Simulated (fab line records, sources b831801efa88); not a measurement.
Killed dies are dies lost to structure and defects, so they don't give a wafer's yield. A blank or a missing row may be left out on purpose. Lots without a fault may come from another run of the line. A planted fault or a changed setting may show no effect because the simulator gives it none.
A struck lot beside a sound one | flow sky130 | 16 steps out of a route of 708
Sound: wafers L740.1, L740.4, L740.5. Struck: wafers L732.1, L732.5. (L732.2 of the same lot was not struck and is left out.) The cause comes at the end.
At each step with rows: each side's tool, then ch and its chambers, then its first start. Under that, the readings that differ: sound wafers | struck wafers | difference of the means | sigmas: that difference in standard deviations of wafers without a fault.
alike: readings whose means differ by less than 2 such deviations, and words and numbers that are the same on both sides. not compared: withheld readings, readings that some wafer has no value for, bounds like >300 that may hide the same value, and numbers for which the record gives no deviation and whose values overlap.
The two part at a step that has a row with sigmas, a row that says differs or no value, or rows on one side only. Numbers that don't overlap but have no deviation are shown without sigmas and don't part them. A reading that every wafer of one side lacks parts them only if that side has two wafers or more.

first, 8 steps without rows for these wafers: SKY_POLY_GATE_DEHYDRATE_05 (time 60 s); SKY_POLY_GATE_HMDS_06 (prime time 60 s); SKY_POLY_GATE_COAT_07 (resist thk 110 nm); SKY_POLY_GATE_COAT_08 (resist thk 450 nm); SKY_POLY_GATE_SOFTBAKE_09 (time 90 s); SKY_POLY_GATE_EXPOSE_10 (exposes mask P1M, target cd 150 nm); SKY_POLY_GATE_PEB_11; SKY_POLY_GATE_DEVELOP_12 (develop time 60 s).
SKY_POLY_GATE_CD_MEAS_13: target cd 150 nm.
  sound on cd_sem-01, day 20 16:34; struck on cd_sem-01, day 18 04:31
  alike: cd_nm
SKY_POLY_GATE_OVL_MEAS_14:
  sound on overlay-01, day 20 16:41; struck on overlay-01, day 18 04:38
  alike: POLY_GATE_OVL
SKY_POLY_GATE_ETCH_15: etches BARC in N2/H2, stops on SiO2, time 118.5 s, target depth 110 nm.
  sound on rie_diel-03 ch 1,2,3, day 20 16:43; struck on rie_diel-03 ch 0,2, day 18 04:40
  alike: drypump_motor_current_A, h2_flow_sccm, oes_product_au, rf_fwd_power_W, throttle_valve_pct
  not compared: rf_hours_counter_h
SKY_POLY_GATE_ETCH_16: etches Si3N4 in CH3F/O2, stops on poly-Si, time 147.5 s, target depth 75 nm.
  sound on rie_diel-03 ch 1,2,3, day 20 16:47; struck on rie_diel-03 ch 0,2, day 18 04:45
  alike: drypump_motor_current_A, oes_product_au, rf_fwd_power_W, throttle_valve_pct
  not compared: rf_hours_counter_h
SKY_POLY_GATE_ETCH_17: etches poly-Si in HBr/Cl2, stops on SiO2, target depth 180 nm, time 70.5 s.
  sound on rie_si-02 ch 0,1,2, day 20 16:53; struck on rie_si-01 ch 0,1, day 18 04:51
  reading                                          | sound             | struck      | difference | sigmas
  model.KrF-thick_of_POLY_GATE_COAT_08.thk_nm (nm) | 140 142.5 144.2   | 80.27 76.2  | -64.00     |
  model.SiO2_of_SONOS_ONO_CVD_04.thk_nm (nm)       | 4.329 4.309 4.248 | 2.085 2.075 | -2.215     |
  alike: drypump_motor_current_A, oes_product_au, rf_fwd_power_W, throttle_valve_pct
  not compared: rf_hours_counter_h
SKY_POLY_GATE_STRIP_18: strips in O2/N2.
  sound on plasma_asher-04 ch 1, day 20 16:57; struck on plasma_asher-04 ch 1, day 18 04:54
  reading                      | sound             | struck      | difference | sigmas
  oes_product_au (a.u.)        | 0.363 0.359 0.361 | 0.332 0.324 | -0.033     | -6
  strip_time_to_endpoint_s (s) | 3.16 3.19 3.24    | 2.52 2.46   | -0.71      | -20
  alike: drypump_motor_current_A
  not compared: rf_hours_counter_h
then, 1 step without rows for these wafers: SKY_POLY_GATE_CLEAN_19 (cleans in SC1/SC2, time 150 s).
-- the record jumps here: 29 days lie between the struck wafers' starts before and after (it left off in module POLY_GATE and takes up again in module PAD_OPEN, whose first step shown is number 708 of the route) --
SKY_PAD_OPEN_PROBE_99:
  sound on prober-01, day 48 15:53; struck on prober-01, day 46 23:02
  reading                         | sound          | struck    | difference | sigmas
  model.etest.tip_p.rs_ohm_sq     | 6925 6942 6874 | 7161 7365 | +349       |
  model.etest.tip_sonos.rs_ohm_sq | 2644 2620 2616 | 2263 2272 | -359       |
  alike: killed_at_M0_to_M3, killed_at_M4_up, killed_at_contacts, killed_at_front_end, killed_at_other, killed_dies, killed_open, killed_short
  not compared: model.etest.nfet_01v8.r_on_ohm_um, model.etest.nfet_01v8_lvt.drive_ua_um, model.etest.nfet_01v8_swapped.drive_ua_um, model.etest.nfet_01v8.drive_ua_um, model.etest.nfet_01v8_turned.drive_ua_um, model.etest.sram_nfet_pass.drive_ua_um

WHERE THEY PART
Only at SKY_POLY_GATE_STRIP_18, within this record. Later steps at which nothing parts them and some readings are alike: SKY_PAD_OPEN_PROBE_99.

WHY: what the simulator had put in
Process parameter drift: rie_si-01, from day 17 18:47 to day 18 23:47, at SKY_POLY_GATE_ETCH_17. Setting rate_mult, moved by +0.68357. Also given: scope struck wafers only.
